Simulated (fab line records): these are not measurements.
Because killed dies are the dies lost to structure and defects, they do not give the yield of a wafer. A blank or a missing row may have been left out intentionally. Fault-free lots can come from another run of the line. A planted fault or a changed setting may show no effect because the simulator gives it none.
Comparing a struck lot with a sound one    flow sky130    20 out of 708 route steps
Sound: these wafers, L925.2, L925.3, L925.6. Struck: wafer L944.2. (L944.5 of the same lot was not struck and is left out.) The cause comes at the end.
For every step that has rows: the tool of each side, followed by ch and its chambers, followed by its first start. Under that, the readings that differ: sound wafers    struck wafers    difference of the means    sigmas: that difference in standard deviations of wafers without a fault.
alike: words and numbers the same on both sides, and readings whose means are apart by under 2 such deviations; not compared: readings that were withheld, readings missing a value for some wafer, numbers with overlapping values and no deviation given by the record, and bounds like >300 which may hide the same value.
Wherever a step has rows on one side only, a row that says differs or no value, or a row with sigmas, the two part there. Non-overlapping numbers with no deviation appear without sigmas and do not part them. Lack of a reading on every wafer of one side parts them only where that side has two or more wafers.

SKY_SONOS_TUNNEL_TW_MEAS_12:
  sound on film-metro-01 at day 12 08:17; struck on film-metro-04 at day 17 19:06
reading          sound              struck  difference  sigmas
SONOS_TUNNEL_TW  192.5 192.3 192.0  197.8   +5.5        +2
then, 2 steps without rows for these wafers: SKY_SONOS_TUNNEL_CLEAN_13 (cleans in dHF, time 20 s); SKY_SONOS_ONO_OXIDATION_00 (stabilise 600 s, purge 300 s, target thk 2.6 nm).
SKY_SONOS_ONO_THK_MEAS_01:
  sound on film-metro-03 at day 12 11:02; struck on film-metro-02 at day 17 20:31
  alike: SONOS_ONO_OXIDATION_THK
then, 1 step without rows for these wafers: SKY_SONOS_ONO_CVD_02 (deposits Si3N4 from DCS/NH3, target thk 10.5 nm, time 180 s).
SKY_SONOS_ONO_THK_MEAS_03:
  sound on film-metro-02 at day 12 12:08; struck on film-metro-03 at day 17 23:52
  alike: SONOS_ONO_CVD_02_THK
then, 1 step without rows for these wafers: SKY_SONOS_ONO_CVD_04 (deposits SiO2 from SiH4/N2O, target thk 5.7199 nm).
SKY_SONOS_ONO_THK_MEAS_05:
  sound on film-metro-01 at day 12 13:27; struck on film-metro-01 at day 18 01:10
  alike: SONOS_ONO_CVD_04_THK
then, 4 steps without rows for these wafers: SKY_SONOS_ONO_DEHYDRATE_06 (time 60 s); SKY_SONOS_ONO_HMDS_07 (prime time 60 s); SKY_SONOS_ONO_COAT_08 (resist thk 1140 nm); SKY_SONOS_ONO_SOFTBAKE_09 (time 60 s).
SKY_SONOS_ONO_EXPOSE_10: exposes mask ONOM, target cd 410 nm.
  sound on iline-stepper-02 ch 0, day 13 01:45; struck on iline-stepper-02 ch 0, day 18 16:03
  alike: mask, focus-offset-nm
then, 2 steps without rows for these wafers: SKY_SONOS_ONO_PEB_11; SKY_SONOS_ONO_DEVELOP_12 (develop time 60 s).
SKY_SONOS_ONO_CD_MEAS_13 targets a cd of 410 nm.
  sound on cd-sem-02 at day 13 13:28; struck on cd-sem-01 at day 19 06:31
reading     sound              struck  difference  sigmas
cd-nm (nm)  410.8 409.8 412.4  382.8   -28.2       -13
  not compared: hold
SKY_SONOS_ONO_OVL_MEAS_14:
  sound on overlay-01 at day 13 13:35; struck on overlay-02 at day 19 15:24
reading  sound  struck                    difference                    sigmas
hold     - - -  await-dispo/8.8h/release  no value on the sound wafers  
  alike: SONOS_ONO_OVL
SKY_SONOS_ONO_ETCH_15: etches the open film in CHF3/O2, target depth 19.52 nm, time 7.8 s.
  sound on rie-diel-04 ch 1,2,3, day 13 13:37; struck on rie-diel-04 ch 1, day 19 15:26
reading                     sound              struck  difference  sigmas
model.SONOS_ONO.cd-nm (nm)  411.2 409.8 412.4  382.6   -28.5       
  alike: drypump-motor-current-A, oes-product-au, throttle-valve-pct
  not compared: rf-hours-counter-h
then, 1 step without rows for these wafers: SKY_SONOS_ONO_WET_ETCH_16 (etches SiO2 in dHF, target depth 14 nm, time 280 s).
-- here the record skips 31 days between the struck wafers' starts before and after, leaving off in module SONOS_ONO and picking up in module PAD_OPEN (first step shown: number 708 of the route) --
SKY_PAD_OPEN_PROBE_99:
  sound on prober-02 at day 46 18:58; struck on prober-02 at day 50 07:17
  alike: killed_at_M0_to_M3, killed_at_M4_up, killed-at-contacts, killed-at-front-end, killed-at-other, killed-dies, killed-on-rim, killed-open, killed-short

== WHERE THEY PART ==
First at SKY_SONOS_TUNNEL_TW_MEAS_12; last, within this record, at SKY_SONOS_ONO_OVL_MEAS_14. Later steps at which nothing parts them and some readings are alike: SKY_SONOS_ONO_ETCH_15, SKY_PAD_OPEN_PROBE_99.

WHY: the cause the simulator had injected
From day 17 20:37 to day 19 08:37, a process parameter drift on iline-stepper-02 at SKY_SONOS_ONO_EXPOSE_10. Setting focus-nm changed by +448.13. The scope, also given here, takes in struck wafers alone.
